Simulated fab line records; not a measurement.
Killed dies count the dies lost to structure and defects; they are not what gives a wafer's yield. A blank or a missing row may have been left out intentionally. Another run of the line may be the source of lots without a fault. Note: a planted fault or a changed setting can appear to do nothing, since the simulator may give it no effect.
8D (eight disciplines) problem report, filled in by code	flow sky130	the parts of the form that need people (team, actions taken, sign-off) are left out

1. THE PROBLEM
Wafers without a fault read 0.8 %, standard deviation 0.42; sort_bin_3_pad_short at SKY_PAD_OPEN_PROBE_99 reads a mean of 4.1 % on 2 wafers belonging to 2 lots. That is +7.9 standard deviations from the usual mean.
Seen first at day 49 04:38 on prober-02, wafer L343.2. The record holds 36 wafers of 12 lots with a number at this step. By rule, "out" or "out of limits" means more than 4 standard deviations away from the usual mean. The other wafers with a number count as sound.

2. WHAT IT IS, WHAT IT ISN'T
question	is	is not
which readings at this step	sort_bin_3_pad_short, defect_limited_yield, killed_at_M0_to_M3, killed_dies, sort_bin_5_function, sort_n_pass, sort_yield_pct	killed_at_M4_up, killed_at_front_end, killed_at_other, killed_open, killed_short, sort_bin_6_memory
which lots	L343, L344	L330, L332, L333, L334, L335, L337, L338, L341, L342, L345
which wafers of those lots	L343.2, L344.5	L343.1, L343.4, L344.1, L344.3
read on which tools	prober-01, prober-02	-
when	from day 49 04:38	up to then (28 sound wafers); but 6 sound wafers of L343, L344, L345 came after

3. THE SUSPECTS, EACH WITH WHAT RULES IT OUT
Counting: if a tool at a process step up to the reading ran every lot that is out, it stays a suspect. Sound lots after the first of them don't rule it out here, since some wafers of a struck lot are sound.
- pvd_sputter-04 at SKY_METAL2_SPUTTER_04 (material TiN, target thk 70 nm, time 58.3 s): kept. It ran every lot that is out, first L343 (day 38 07:19); its last sound lot up to then is L342 (day 37 22:47).
- cmp-02 at SKY_VIA4_CMP_21 (polishes, stops on SiO2, t overpolish 25 s, target thk 0 nm): kept. It ran every lot that is out, first L343 (day 46 14:34); its last sound lot up to then is L342 (day 46 07:00).
- rie_metal-02 at SKY_METAL5_DESCUM_14 (chemistry O2, time 11 s): kept. It ran every lot that is out, first L343 (day 47 11:07); its last sound lot up to then is L338 (day 46 01:39).
pvd_sputter-04 at SKY_METAL2_SPUTTER_04, cmp-02 at SKY_VIA4_CMP_21 and rie_metal-02 at SKY_METAL5_DESCUM_14 are what is left after counting.

4. THE CAUSE (what the simulator had put in)
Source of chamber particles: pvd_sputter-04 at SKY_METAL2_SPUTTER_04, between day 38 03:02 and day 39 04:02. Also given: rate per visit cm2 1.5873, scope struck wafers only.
Of the 3 suspects that counting leaves, this tool is one.

5. THE CHAIN OF EFFECTS, in route order
One row per reading whose mean, taken over the struck wafers that have a number, lies over 3 standard deviations from the usual. Only readings whose record carries a usual standard deviation are examined. hours: median over the lots of the time between each lot's start at the first step of this table that gives one and its start at this step. sigmas: the change, counted in usual standard deviations.
hours	step	reading	usual	on struck wafers	change	sigmas
0	SKY_PAD_OPEN_PROBE_99	defect_limited_yield	82.5 %	71.7	-10.8	-5.4
0	SKY_PAD_OPEN_PROBE_99	killed_at_M0_to_M3	43	102	+59	+7.8
0	SKY_PAD_OPEN_PROBE_99	killed_dies	86	140	+54	+5.4
0	SKY_PAD_OPEN_PROBE_99	sort_bin_3_pad_short	0.8 %	4.1	+3.3	+7.9
0	SKY_PAD_OPEN_PROBE_99	sort_bin_5_function	10.4 %	18.7	+8.3	+5.5
0	SKY_PAD_OPEN_PROBE_99	sort_n_pass	406	352	-54	-5.4
0	SKY_PAD_OPEN_PROBE_99	sort_yield_pct	82.5 %	71.7	-10.8	-5.4
Process steps it contains:
- SKY_PAD_OPEN_PROBE_99

6. HOW IT WOULD HAVE BEEN CAUGHT EARLIER
In this record the first reading out of limits was taken at day 49 04:38, 266 hours after the fault began at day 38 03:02.
No tool reading at SKY_METAL2_SPUTTER_04 that has a usual standard deviation in the record was out on any struck wafer, so an alarm limit of 4 standard deviations on those readings would not have fired.
Each of the lots that are out, 2 in all, had begun SKY_METAL2_SPUTTER_04 on pvd_sputter-04 no later than day 49 04:38. None of them would have been spared by holding the tool at that moment.
